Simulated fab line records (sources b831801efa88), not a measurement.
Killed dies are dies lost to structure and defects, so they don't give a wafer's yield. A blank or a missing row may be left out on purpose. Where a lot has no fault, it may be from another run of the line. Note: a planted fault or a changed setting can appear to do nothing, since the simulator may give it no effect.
One fault through the eyes of 2 desks    flow sfq_line    what lay behind the numbers comes last; until then each desk has only its own

## FOR THE TOOL OWNER'S DESK: pvd_sputter-04
The tool's own readings at SFQ_TRILAYER_M7_DEP_SPUTTER_175 (material Nb, target thk 200 nm, time 133.3 s): means of the sampled wafers that have a number, for each lot that ran on this tool. If a lot's mean is further than 4 standard deviations from the usual mean, the lot is out of limits and carries the mark OUT (the distance appears in the brackets).
Columns: A = chamber_pressure_pa at SFQ_TRILAYER_M7_DEP_SPUTTER_175, usual 0.13329 Pa; B = throttle_valve_pct at SFQ_TRILAYER_M7_DEP_SPUTTER_175, usual 30.2 %
lot   first seen here  A        B
L111  day 71 12:07     0.13318  29.0
L113  day 72 21:04     0.13360  29.8
L116  day 75 19:20     0.13319  28.3
L124  day 82 05:26     0.13340  30.0
L128  day 84 21:04     0.13323  29.1
L132  day 86 09:18     0.13301  29.6
Result from this desk: across the 6 lots, nothing is out of limits.

## METROLOGY DESK
What the gauges read for every lot (on any tool): the sampled wafers with a number, averaged. If a lot's mean is further than 4 standard deviations from the usual mean, the lot is out of limits and carries the mark OUT (the distance appears in the brackets).
Columns: A = M7_NB_RS at SFQ_M7_RS_MEAS_943, usual 0.897 ohm/sq; B = I7_OVL at SFQ_I7_OVL_MEAS_947, usual 1 nm
lot   first seen here  A                 B
L111  day 71 12:13     0.904             -2
L112  day 72 19:58     0.897             9
L113  day 72 21:10     0.895             -3
L114  day 72 22:24     0.895             1
L115  day 72 23:34     0.891             16
L116  day 75 19:26     0.852 (-4.8) OUT  1
L118  day 75 20:39     0.895             -1
L124  day 82 05:32     0.889             -3
L125  day 82 09:04     0.895             7
L127  day 84 01:41     0.919             7
L128  day 84 21:09     0.898             2
L132  day 86 09:23     0.894             -2
L133  day 88 04:23     0.891             8
Finding of this desk: L116 out of limits, first seen on L116 at day 75 19:26 (M7_NB_RS at SFQ_M7_RS_MEAS_943). In limits: L111, L112, L113, L114, L115, L118, L124, L125, L127, L128, L132, L133.

## TAKEN TOGETHER
At day 75 19:26 the metrology desk could have sounded an alarm, on L116.
The desk of the tool owner found nothing out of limits.
The tool owner's desk has L116 on record, within its limits.
On pvd_sputter-04, each named lot ran SFQ_TRILAYER_M7_DEP_SPUTTER_175.

## WHAT THE SIMULATOR PUT IN
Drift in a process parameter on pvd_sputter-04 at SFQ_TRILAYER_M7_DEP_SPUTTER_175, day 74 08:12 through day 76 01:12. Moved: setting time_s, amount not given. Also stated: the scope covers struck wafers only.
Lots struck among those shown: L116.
Hours from the fault's start to each desk's first reading out of limits: the metrology desk, 35.
